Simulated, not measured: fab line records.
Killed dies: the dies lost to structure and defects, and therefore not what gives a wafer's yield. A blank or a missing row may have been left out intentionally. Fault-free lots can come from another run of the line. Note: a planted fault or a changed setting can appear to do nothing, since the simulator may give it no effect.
What tool caused it? | flow sky130 | 6 lots with 18 wafers sampled at 2 steps, on a route of 708 steps

WHAT EACH GAUGE READ, for each wafer
SKY_VIA4_THK_MEAS_20: measures by xrf.
lot  | measured     | on            | VIA4_W_THK (nm)
L495 | day 43 17:16 | film metro-01 | 497 503 504
L498 | day 44 22:59 | film metro-01 | 508 512 506
L500 | day 45 03:37 | film metro-01 | 498 496 496
L506 | day 46 19:25 | film metro-02 | 505 509 504
L508 | day 47 07:59 | film metro-01 | 512 509 494
L510 | day 48 04:50 | film metro-02 | 519 503 516

WHICH TOOL RAN EACH LOT (tool, then ch and the chambers of the sampled wafers, then the start)
lot  | SKY_VIA4_CMP_02
L495 | cmp-01 ch 2,3, day 42 17:26
L498 | cmp-02 ch 0,1,2, day 43 23:28
L500 | cmp-02 ch 0,1,2, day 44 03:52
L506 | cmp-02 ch 1,2,3, day 45 21:04
L508 | cmp-02 ch 0,1, day 46 09:47
L510 | cmp-01 ch 0,1,2, day 47 07:05
- SKY_VIA4_CMP_02: polishes SiO2.

THE ANSWER, worked out from the rows above alone
Rule: what is usual is taken from the lots themselves. The widest of any qualifying gaps counts: lots, ordered by their means at a reading, are off when they make up no more than a third of the lots, leave a main group of 4 or more, and stand apart from it by 3 or more times the standard deviation of that group's means. Not used: any main group whose means are identical at the precision the tables above print for the reading. Also off: a lot with no number at a reading for which 4 or more lots have one. Any other lot the step has rows for is counted as sound.
Across all readings shown, no lot is off: no conclusion can be drawn from this.

WHAT WAS PUT IN BY THE SIMULATOR
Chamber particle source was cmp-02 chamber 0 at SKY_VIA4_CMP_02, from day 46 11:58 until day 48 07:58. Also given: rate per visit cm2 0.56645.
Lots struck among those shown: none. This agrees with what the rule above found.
